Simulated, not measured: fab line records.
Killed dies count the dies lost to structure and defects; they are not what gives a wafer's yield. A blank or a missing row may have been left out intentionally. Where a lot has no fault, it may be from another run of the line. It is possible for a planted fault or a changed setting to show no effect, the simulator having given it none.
fab line records	flow sfq_line	part 1 of 2: steps 1 to 22 of 32
record lots=5	wafers=15	last_day=94
route steps=325 shown JJ@185 M5@198 A5B@209 R5@212
lots with no fault: from the same line, run without faults
start_h: start of the lot's first displayed wafer, in hours after the record's first day	wait_h: hours from the lot's prior step to this one	" the same as in the row above	L1.1+2: several wafers, shown together as one row	- no value present, or no start provided	* or withheld: withheld	< > ~ a bound
route shown NAME@n: a module of which the file shows steps, and the number in the route of the first	usual: mean and standard deviation over wafers with no fault	same: alike in all rows	chamber/n: place in a boat	sites: readings site by site	_std_site: standard deviation across them	_edge_site: mean of outer sites minus mean of inner sites	radius_mm: how far each site lies from the wafer's centre	mask NAME#n: copy n	behind: tool/chamber where the wafer was last shaped	hold: why the lot went on hold/how many hours it stayed there/how the hold came to an end	device: names the non-switching transistor (n, p or np)	end of line: the same wafers' tests at the end of the route	a step given without rows: its recipe and nothing more	killed: the dies lost at the first sort to structure and to defects; this is not the yield of the wafer	map: dies across one wafer; x = killed, . = not, _ = none there
set.NAME: the setting the step ran with; set.NAME@STEP: the setting that earlier step ran with	model.NAME: the simulator's own value behind a step, which no gauge read
a table for each step, a row for each wafer; lots at some steps of the route
services: a tool's chamber out of use, with start hour (start_h, from the record's first day; less than 0 if before it), hours out, and reason
## steps
# step SFQ_TRILAYER_JJ_CE_LITHO_COAT_119
# recipe resist=BARC	spin_rpm=3000	resist_thk_nm=62
# usual exhaust_pa=45.0/0.94
lot.wafer	tool	chamber	start_h	wait_h	exhaust_pa
L078.1	litho_track-02	0	1191.47	0.1	45.6
L078.3	"	0	"	"	44.3
L078.6	"	0	"	"	44.3
L079.4	litho_track-04	0	1210.82	0.2	44.5
L079.5	"	0	"	"	43.5
L079.6	"	0	"	"	44.7
L082.2	litho_track-02	0	1237.89	0.1	44.8
L082.3	"	0	"	"	44.6
L082.5	"	0	"	"	45.3
L087.3	litho_track-01	0	1296.86	0.1	44.9
L087.4	"	0	"	"	43.7
L087.6	"	0	"	"	45.7
L097.3	litho_track-04	0	1311.83	0.1	46.5
L097.5	"	0	"	"	45.6
L097.6	"	0	"	"	45.5
# step SFQ_TRILAYER_JJ_CE_LITHO_COAT_114
# recipe resist=KrF	spin_rpm=3000	resist_thk_nm=600
# usual exhaust_pa=45.1/0.82
lot.wafer	tool	chamber	start_h	wait_h	exhaust_pa
L078.1	litho_track-02	0	1191.77	0.2	45.6
L078.3	"	0	"	"	45.6
L078.6	"	0	"	"	45.3
L079.4	litho_track-04	0	1211.12	0.2	43.0
L079.5	"	0	"	"	45.2
L079.6	"	0	"	"	44.3
L082.2	litho_track-02	0	1238.19	0.2	45.4
L082.3	"	0	"	"	44.8
L082.5	"	0	"	"	44.7
L087.3	litho_track-01	0	1297.16	0.2	44.9
L087.4	"	0	"	"	44.1
L087.6	"	0	"	"	45.6
L097.3	litho_track-04	0	1312.13	0.2	45.3
L097.5	"	0	"	"	45.1
L097.6	"	0	"	"	44.4
# step SFQ_TRILAYER_JJ_CE_LITHO_SOFTBAKE_118
# recipe temp_c=withheld	time_s=withheld	resist=KrF
# usual exhaust_pa=45.0/0.8
lot.wafer	tool	chamber	start_h	wait_h	exhaust_pa
L078.1	litho_track-02	0	1192.07	0.2	43.8
L078.3	"	0	"	"	44.4
L078.6	"	0	"	"	45.6
L079.4	litho_track-04	0	1211.34	0.2	44.7
L079.5	"	0	"	"	43.8
L079.6	"	0	"	"	46.9
L082.2	litho_track-02	0	1238.47	0.2	45.7
L082.3	"	0	"	"	45.7
L082.5	"	0	"	"	46.1
L087.3	litho_track-01	0	1297.41	0.2	43.3
L087.4	"	0	"	"	45.2
L087.6	"	0	"	"	43.6
L097.3	litho_track-04	0	1312.38	0.2	46.3
L097.5	"	0	"	"	45.7
L097.6	"	0	"	"	45.8
# step SFQ_TRILAYER_JJ_CE_LITHO_EXPOSE_115
# recipe mask_id=J5	na=0.6	source_shape=conventional	sigma_outer=0.65	target_cd_nm=700	dose_mj=14.4
# usual exposure_dose_mJ_cm2=14.401/0.015	reticle_temp_C=23.01/0.12
# same na=0.6
lot.wafer	tool	chamber	start_h	wait_h	mask	exposure_dose_mJ_cm2	reticle_temp_C
L078.1	krf_scanner-02	0	1326.49	-	J5#0	14.394	23.03
L078.3	"	0	"	"	J5#0	14.387	22.94
L078.6	"	0	"	"	J5#0	14.392	23.02
L079.4	krf_scanner-02	0	1341.49	-	J5#0	14.412	23.05
L079.5	"	0	"	"	J5#0	14.409	23.05
L079.6	"	0	"	"	J5#0	14.406	22.92
L082.2	krf_scanner-01	0	1362.36	-	J5#0	14.420	23.10
L082.3	"	0	"	"	J5#0	14.402	23.12
L082.5	"	0	"	"	J5#0	14.416	23.06
L087.3	krf_scanner-01	0	1397.36	-	J5#0	14.427	23.20
L087.4	"	0	"	"	J5#0	14.423	23.36
L087.6	"	0	"	"	J5#0	14.406	23.38
L097.3	krf_scanner-01	0	1409.36	-	J5#0	14.406	22.83
L097.5	"	0	"	"	J5#0	14.390	22.86
L097.6	"	0	"	"	J5#0	14.421	22.85
# step SFQ_TRILAYER_JJ_CE_LITHO_PEB_117
# recipe peb_temp_c=115	peb_time_s=60	resist=KrF
# usual exhaust_pa=45.2/0.9
lot.wafer	tool	chamber	start_h	wait_h	exhaust_pa
L078.1	litho_track-04	0	1327.69	1.0	42.9
L078.3	"	0	"	"	45.1
L078.6	"	0	"	"	44.8
L079.4	litho_track-04	0	1342.17	0.5	44.8
L079.5	"	0	"	"	45.9
L079.6	"	0	"	"	44.9
L082.2	litho_track-02	0	1363.39	0.8	44.0
L082.3	"	0	"	"	44.9
L082.5	"	0	"	"	43.8
L087.3	litho_track-02	0	1398.21	0.7	44.7
L087.4	"	0	"	"	45.3
L087.6	"	0	"	"	45.7
L097.3	litho_track-01	0	1410.21	0.7	46.8
L097.5	"	0	"	"	45.8
L097.6	"	0	"	"	46.0
# step SFQ_TRILAYER_JJ_CE_LITHO_DEVELOP_116
# recipe time_s=60	resist=KrF
# usual exhaust_pa=45.0/0.99
lot.wafer	tool	chamber	start_h	wait_h	exhaust_pa
L078.1	litho_track-04	0	1327.84	0.1	45.6
L078.3	"	0	"	"	45.5
L078.6	"	0	"	"	45.2
L079.4	litho_track-04	0	1342.32	0.1	44.7
L079.5	"	0	"	"	44.7
L079.6	"	0	"	"	45.0
L082.2	litho_track-02	0	1363.54	0.1	46.4
L082.3	"	0	"	"	45.9
L082.5	"	0	"	"	45.1
L087.3	litho_track-02	0	1398.36	0.1	45.5
L087.4	"	0	"	"	45.8
L087.6	"	0	"	"	46.4
L097.3	litho_track-01	0	1410.36	0.1	43.4
L097.5	"	0	"	"	45.4
L097.6	"	0	"	"	43.8
# step SFQ_JJ_OVL_MEAS_931
# usual J5_OVL=-5/5.8
lot.wafer	tool	chamber	start_h	wait_h	J5_OVL[nm]
L078.1	overlay-02	-	1327.99	0.1	-7
L078.3	"	-	"	"	-3
L078.6	"	-	"	"	5
L079.4	overlay-02	-	1342.41	0.1	-7
L079.5	"	-	"	"	-13
L079.6	"	-	"	"	-15
L082.2	overlay-02	-	1363.67	0.1	-2
L082.3	"	-	"	"	3
L082.5	"	-	"	"	2
L087.3	overlay-02	-	1398.47	0.1	1
L087.4	"	-	"	"	8
L087.6	"	-	"	"	5
L097.3	overlay-02	-	1410.47	0.1	-6
L097.5	"	-	"	"	-4
L097.6	"	-	"	"	-10
# step SFQ_TRILAYER_JJ_CE_METRO_MEASURE_117
# usual cd_nm=699.7/1.5
lot.wafer	tool	chamber	start_h	wait_h	cd_nm
L078.1	cd_sem-02	-	1328.03	0.0	700.3
L078.3	"	-	"	"	700.1
L078.6	"	-	"	"	700.7
L079.4	cd_sem-01	-	1343.03	0.6	701.7
L079.5	"	-	"	"	702.1
L079.6	"	-	"	"	701.3
L082.2	cd_sem-02	-	1363.90	0.2	700.3
L082.3	"	-	"	"	699.9
L082.5	"	-	"	"	698.7
L087.3	cd_sem-01	-	1398.90	0.4	701.2
L087.4	"	-	"	"	699.1
L087.6	"	-	"	"	699.9
L097.3	cd_sem-01	-	1410.90	0.4	700.5
L097.5	"	-	"	"	697.8
L097.6	"	-	"	"	699.4
# step SFQ_TRILAYER_JJ_CE_BARC_OPEN_RIE_150
# recipe mask_material=PR	chemistry=O2	target_depth_nm=240	target=BARC	icp_w=600	bias_w=80	pressure_mtorr=10	time_s=80
# usual chamber_pressure_mTorr=10.000/0.0095	drypump_motor_current_A=5.9/0.39	oes_product_au=0.537/0.0047
lot.wafer	tool	chamber	start_h	wait_h	chamber_pressure_mTorr	drypump_motor_current_A	oes_product_au	rf_hours_counter_h
L078.1	rie_metal-02	1	1329.23	1.0	9.993	5.9	0.539	46
L078.3	"	0	"	"	10.006	6.3	0.533	-
L078.6	"	1	"	"	10.005	5.9	0.531	-
L079.4	rie_metal-01	1	1343.66	0.4	9.992	5.6	0.539	-
L079.5	"	1	"	"	10.002	5.6	0.537	-
L079.6	"	0	"	"	10.021	5.0	0.538	-
L082.2	rie_metal-04	0	1364.90	0.8	10.009	6.2	0.536	1
L082.3	"	0	"	"	9.998	6.1	0.543	-
L082.5	"	0	"	"	10.004	6.2	0.533	-
L087.3	rie_metal-04	1	1399.73	0.6	10.022	5.7	0.539	-
L087.4	"	0	"	"	9.982	6.1	0.536	-
L087.6	"	1	"	"	9.991	5.7	0.529	-
L097.3	rie_metal-02	0	1411.73	0.6	10.005	6.3	0.542	-
L097.5	"	1	"	"	10.001	5.8	0.534	-
L097.6	"	0	"	"	9.995	6.3	0.537	-
# step SFQ_TRILAYER_JJ_CE_ETCH_RIE_118
# recipe target=Nb	stop_on=Al2O3	mask_material=PR	taper_deg=13.257	over_etch_frac=0.15	time_s=97.7	chemistry=SF6	target_depth_nm=170	icp_w=600	bias_w=80	pressure_mtorr=10
# usual chamber_pressure_mTorr=10.001/0.0099	drypump_motor_current_A=5.9/0.39	oes_product_au=0.992/0.0087
lot.wafer	tool	chamber	start_h	wait_h	chamber_pressure_mTorr	drypump_motor_current_A	oes_product_au	rf_hours_counter_h
L078.1	rie_metal-02	1	1329.32	0.1	9.997	5.8	0.992	46
L078.3	"	0	"	"	9.981	6.3	0.977	-
L078.6	"	1	"	"	10.016	5.9	0.998	-
L079.4	rie_metal-01	1	1343.75	0.1	10.011	5.6	0.995	-
L079.5	"	1	"	"	9.998	5.6	0.994	-
L079.6	"	0	"	"	9.994	5.0	0.986	-
L082.2	rie_metal-04	0	1364.99	0.1	10.034	6.2	0.986	2
L082.3	"	0	"	"	9.999	6.2	0.981	-
L082.5	"	0	"	"	10.008	6.2	0.978	-
L087.3	rie_metal-04	1	1399.82	0.1	9.995	5.6	1.000	-
L087.4	"	0	"	"	10.030	6.1	0.983	-
L087.6	"	1	"	"	10.003	5.6	0.987	-
L097.3	rie_metal-02	0	1411.82	0.1	10.004	6.3	0.993	-
L097.5	"	1	"	"	9.991	5.9	1.003	-
L097.6	"	0	"	"	9.996	6.3	0.997	-
# step SFQ_TRILAYER_JJ_ANODIZE_ANODIZE_119
# recipe current_density_ma_cm2=withheld	end_current_density_ma_cm2=withheld	bath_temp_c=withheld
lot.wafer	tool	chamber	start_h	wait_h
L078.1+3+6	wet_bench-06	4,5,7	1329.42	0.1
L079.4+5+6	wet_bench-05	7,0,3	1343.82	0.0
L082.2+3+5	wet_bench-06	4,7,5	1365.10	0.1
L087.3+4+6	wet_bench-05	3,2,4	1399.90	0.0
L097.3+5+6	wet_bench-05	4,1,2	1411.90	0.0
# step SFQ_TRILAYER_JJ_CE_STRIP_STRIP_120
# recipe gas=O2	power_w=200	platen_temp_c=40	overash_fraction=0.65	chemistry=O2	pressure_mtorr=50
# usual chamber_pressure_mTorr=50.00/0.047	drypump_motor_current_A=5.6/0.47	oes_product_au=1.003/0.012
lot.wafer	tool	chamber	start_h	wait_h	chamber_pressure_mTorr	drypump_motor_current_A	oes_product_au	rf_hours_counter_h
L078.1	rie_metal-04	1	1329.92	0.0	49.98	5.7	1.000	67
L078.3	"	1	"	"	49.93	5.7	1.005	-
L078.6	"	1	"	"	50.00	5.7	1.015	-
L079.4	rie_metal-04	1	1344.92	0.6	50.04	5.7	1.012	-
L079.5	"	1	"	"	49.95	5.7	1.018	-
L079.6	"	1	"	"	49.97	5.7	1.018	-
L082.2	rie_metal-01	1	1365.60	0.0	49.97	5.6	1.001	28
L082.3	"	0	"	"	49.96	5.0	1.013	-
L082.5	"	1	"	"	50.06	5.6	1.008	-
L087.3	rie_metal-02	1	1400.60	0.2	49.98	5.8	1.018	-
L087.4	"	0	"	"	50.07	6.3	1.003	-
L087.6	"	1	"	"	50.04	5.9	1.011	-
L097.3	rie_metal-01	0	1412.60	0.2	49.93	5.0	0.999	-
L097.5	"	1	"	"	50.03	5.6	1.012	-
L097.6	"	0	"	"	49.91	4.9	0.998	-
# step SFQ_TRILAYER_JJ_CE_STRIP_SOLV_CLEAN_121
# recipe chemistry=NMP	temp_c=70	time_s=600
lot.wafer	tool	chamber	start_h	wait_h
L078.1+3+6	wet_bench-03	5,2,3	1330.52	0.4
L079.4+5+6	wet_bench-01	2,4,3	1345.52	0.4
L082.2+3+5	wet_bench-01	4,3,5	1366.20	0.4
L087.3+4+6	wet_bench-02	6,2,0	1401.00	0.2
L097.3+5+6	wet_bench-03	2,4,0	1413.00	0.2
# step SFQ_TRILAYER_M5_LITHO_COAT_128
# recipe resist=BARC	spin_rpm=3000	resist_thk_nm=62
# usual exhaust_pa=45.2/1
lot.wafer	tool	chamber	start_h	wait_h	exhaust_pa
L078.1	litho_track-01	0	1330.70	0.0	44.6
L078.3	"	0	"	"	45.7
L078.6	"	0	"	"	44.4
L079.4	litho_track-03	0	1345.85	0.1	46.6
L079.5	"	0	"	"	45.7
L079.6	"	0	"	"	46.5
L082.2	litho_track-03	0	1366.42	0.1	44.2
L082.3	"	0	"	"	43.4
L082.5	"	0	"	"	44.8
L087.3	litho_track-01	0	1401.27	0.1	45.2
L087.4	"	0	"	"	46.5
L087.6	"	0	"	"	46.4
L097.3	litho_track-03	0	1413.29	0.1	45.4
L097.5	"	0	"	"	44.2
L097.6	"	0	"	"	45.0
# step SFQ_TRILAYER_M5_LITHO_COAT_123
# recipe resist=KrF	spin_rpm=3000	resist_thk_nm=600
# usual exhaust_pa=44.9/0.82
lot.wafer	tool	chamber	start_h	wait_h	exhaust_pa
L078.1	litho_track-01	0	1331.00	0.2	43.2
L078.3	"	0	"	"	42.3
L078.6	"	0	"	"	43.1
L079.4	litho_track-03	0	1346.15	0.2	44.9
L079.5	"	0	"	"	45.0
L079.6	"	0	"	"	45.0
L082.2	litho_track-03	0	1366.72	0.2	44.9
L082.3	"	0	"	"	45.0
L082.5	"	0	"	"	46.0
L087.3	litho_track-01	0	1401.57	0.2	46.1
L087.4	"	0	"	"	46.2
L087.6	"	0	"	"	46.4
L097.3	litho_track-03	0	1413.59	0.2	43.9
L097.5	"	0	"	"	45.1
L097.6	"	0	"	"	44.3
# step SFQ_TRILAYER_M5_LITHO_SOFTBAKE_127
# recipe temp_c=withheld	time_s=withheld	resist=KrF
# usual exhaust_pa=45.0/0.9
lot.wafer	tool	chamber	start_h	wait_h	exhaust_pa
L078.1	litho_track-01	0	1331.30	0.2	45.5
L078.3	"	0	"	"	45.1
L078.6	"	0	"	"	44.8
L079.4	litho_track-03	0	1346.37	0.2	46.0
L079.5	"	0	"	"	45.5
L079.6	"	0	"	"	47.2
L082.2	litho_track-03	0	1367.00	0.2	45.3
L082.3	"	0	"	"	45.2
L082.5	"	0	"	"	45.3
L087.3	litho_track-01	0	1401.82	0.2	44.8
L087.4	"	0	"	"	45.5
L087.6	"	0	"	"	45.3
L097.3	litho_track-03	0	1413.84	0.2	46.5
L097.5	"	0	"	"	44.2
L097.6	"	0	"	"	44.7
# step SFQ_TRILAYER_M5_LITHO_EXPOSE_124
# recipe mask_id=M5	na=0.6	source_shape=conventional	sigma_outer=0.65	target_cd_nm=700	dose_mj=14.4
# usual exposure_dose_mJ_cm2=14.402/0.014	reticle_temp_C=23.00/0.11
# same na=0.6
lot.wafer	tool	chamber	start_h	wait_h	mask	exposure_dose_mJ_cm2	reticle_temp_C
L078.1	krf_scanner-01	0	1431.99	-	M5#0	14.381	23.11
L078.3	"	0	"	"	M5#0	14.411	23.01
L078.6	"	0	"	"	M5#0	14.410	22.98
L079.4	krf_scanner-02	0	1452.27	-	M5#0	14.396	23.05
L079.5	"	0	"	"	M5#0	14.412	22.92
L079.6	"	0	"	"	M5#0	14.404	23.15
L082.2	krf_scanner-02	0	1481.87	-	M5#0	14.376	23.00
L082.3	"	0	"	"	M5#0	14.410	23.04
L082.5	"	0	"	"	M5#0	14.418	22.95
L087.3	krf_scanner-01	0	1517.55	-	M5#0	14.396	23.16
L087.4	"	0	"	"	M5#0	14.399	22.94
L087.6	"	0	"	"	M5#0	14.392	23.01
L097.3	krf_scanner-01	0	1541.35	-	M5#0	14.399	23.09
L097.5	"	0	"	"	M5#0	14.413	23.04
L097.6	"	0	"	"	M5#0	14.410	23.15
# step SFQ_TRILAYER_M5_LITHO_PEB_126
# recipe peb_temp_c=115	peb_time_s=60	resist=KrF
# usual exhaust_pa=44.8/0.84
lot.wafer	tool	chamber	start_h	wait_h	exhaust_pa
L078.1	litho_track-04	0	1433.19	1.0	43.9
L078.3	"	0	"	"	44.4
L078.6	"	0	"	"	44.5
L079.4	litho_track-03	0	1452.95	0.5	44.4
L079.5	"	0	"	"	43.3
L079.6	"	0	"	"	44.5
L082.2	litho_track-01	0	1482.90	0.8	44.4
L082.3	"	0	"	"	44.3
L082.5	"	0	"	"	44.3
L087.3	litho_track-01	0	1518.40	0.7	44.3
L087.4	"	0	"	"	44.8
L087.6	"	0	"	"	44.0
L097.3	litho_track-01	0	1542.20	0.7	44.5
L097.5	"	0	"	"	46.0
L097.6	"	0	"	"	44.9
# step SFQ_TRILAYER_M5_LITHO_DEVELOP_125
# recipe time_s=60	resist=KrF
# usual exhaust_pa=45.0/0.99
lot.wafer	tool	chamber	start_h	wait_h	exhaust_pa
L078.1	litho_track-04	0	1433.34	0.1	43.2
L078.3	"	0	"	"	44.7
L078.6	"	0	"	"	44.1
L079.4	litho_track-03	0	1453.10	0.1	43.5
L079.5	"	0	"	"	43.8
L079.6	"	0	"	"	43.8
L082.2	litho_track-01	0	1483.05	0.1	46.9
L082.3	"	0	"	"	46.7
L082.5	"	0	"	"	47.5
L087.3	litho_track-01	0	1518.55	0.1	45.0
L087.4	"	0	"	"	44.8
L087.6	"	0	"	"	44.4
L097.3	litho_track-01	0	1542.35	0.1	43.3
L097.5	"	0	"	"	43.6
L097.6	"	0	"	"	45.4
# step SFQ_M5_OVL_MEAS_932
# usual M5_OVL=-1/3.9
lot.wafer	tool	chamber	start_h	wait_h	M5_OVL[nm]
L078.1	overlay-02	-	1433.49	0.1	-6
L078.3	"	-	"	"	-7
L078.6	"	-	"	"	-8
L079.4	overlay-01	-	1453.19	0.1	2
L079.5	"	-	"	"	5
L079.6	"	-	"	"	5
L082.2	overlay-01	-	1483.18	0.1	-2
L082.3	"	-	"	"	0
L082.5	"	-	"	"	-1
L087.3	overlay-01	-	1518.66	0.1	2
L087.4	"	-	"	"	2
L087.6	"	-	"	"	2
L097.3	overlay-02	-	1542.46	0.1	-6
L097.5	"	-	"	"	-4
L097.6	"	-	"	"	-7
# step SFQ_TRILAYER_M5_BARC_OPEN_METAL_ETCH_161
# recipe mask_material=PR	chemistry=O2	target_depth_nm=125	target=BARC	icp_w=600	bias_w=80	pressure_mtorr=10	time_s=41.7
# usual chamber_pressure_mTorr=10.000/0.0098	drypump_motor_current_A=5.9/0.51	oes_product_au=0.685/0.0049
lot.wafer	tool	chamber	start_h	wait_h	chamber_pressure_mTorr	drypump_motor_current_A	oes_product_au	rf_hours_counter_h
L078.1	rie_metal-04	0	1433.52	0.0	10.011	6.2	0.686	6
L078.3	"	1	"	"	9.999	5.7	0.679	-
L078.6	"	1	"	"	9.991	5.7	0.681	-
L079.4	rie_metal-04	0	1453.23	0.0	9.991	6.2	0.681	-
L079.5	"	1	"	"	10.001	5.7	0.686	-
L079.6	"	0	"	"	9.994	6.2	0.685	-
L082.2	rie_metal-03	1	1483.21	0.0	10.000	6.5	0.682	83
L082.3	"	1	"	"	9.993	6.5	0.682	-
L082.5	"	0	"	"	9.977	5.0	0.688	-
L087.3	rie_metal-03	0	1518.71	0.0	9.987	5.0	0.680	-
L087.4	"	1	"	"	10.000	6.5	0.676	-
L087.6	"	0	"	"	9.996	5.0	0.679	-
L097.3	rie_metal-02	1	1542.51	0.0	10.002	5.9	0.678	-
L097.5	"	0	"	"	10.003	6.3	0.680	-
L097.6	"	1	"	"	9.985	5.9	0.684	-
# step SFQ_TRILAYER_M5_ETCH_METAL_ETCH_126
# recipe target=Nb	stop_on=SiO2	mask_material=PR	over_etch_frac=0.15	time_s=203.2	chemistry=Cl2/BCl3	target_depth_nm=265	icp_w=600	bias_w=80	pressure_mtorr=10
# usual chamber_pressure_mTorr=10.000/0.0092	drypump_motor_current_A=5.9/0.51	oes_product_au=0.728/0.0061
lot.wafer	tool	chamber	start_h	wait_h	chamber_pressure_mTorr	drypump_motor_current_A	oes_product_au	rf_hours_counter_h
L078.1	rie_metal-04	0	1433.58	0.0	10.004	6.1	0.731	6
L078.3	"	1	"	"	9.995	5.7	0.736	-
L078.6	"	1	"	"	10.009	5.7	0.731	-
L079.4	rie_metal-04	0	1453.33	0.1	10.008	6.2	0.737	-
L079.5	"	1	"	"	10.006	5.7	0.737	-
L079.6	"	0	"	"	10.001	6.2	0.741	-
L082.2	rie_metal-03	1	1483.27	0.0	10.001	6.5	0.725	83
L082.3	"	1	"	"	9.994	6.5	0.734	-
L082.5	"	0	"	"	9.997	5.1	0.729	-
L087.3	rie_metal-03	0	1518.81	0.1	10.002	5.1	0.713	-
L087.4	"	1	"	"	10.006	6.5	0.712	-
L087.6	"	0	"	"	10.000	5.0	0.719	-
L097.3	rie_metal-02	1	1542.61	0.1	10.011	5.9	0.726	-
L097.5	"	0	"	"	10.000	6.3	0.724	-
L097.6	"	1	"	"	9.984	5.8	0.727	-
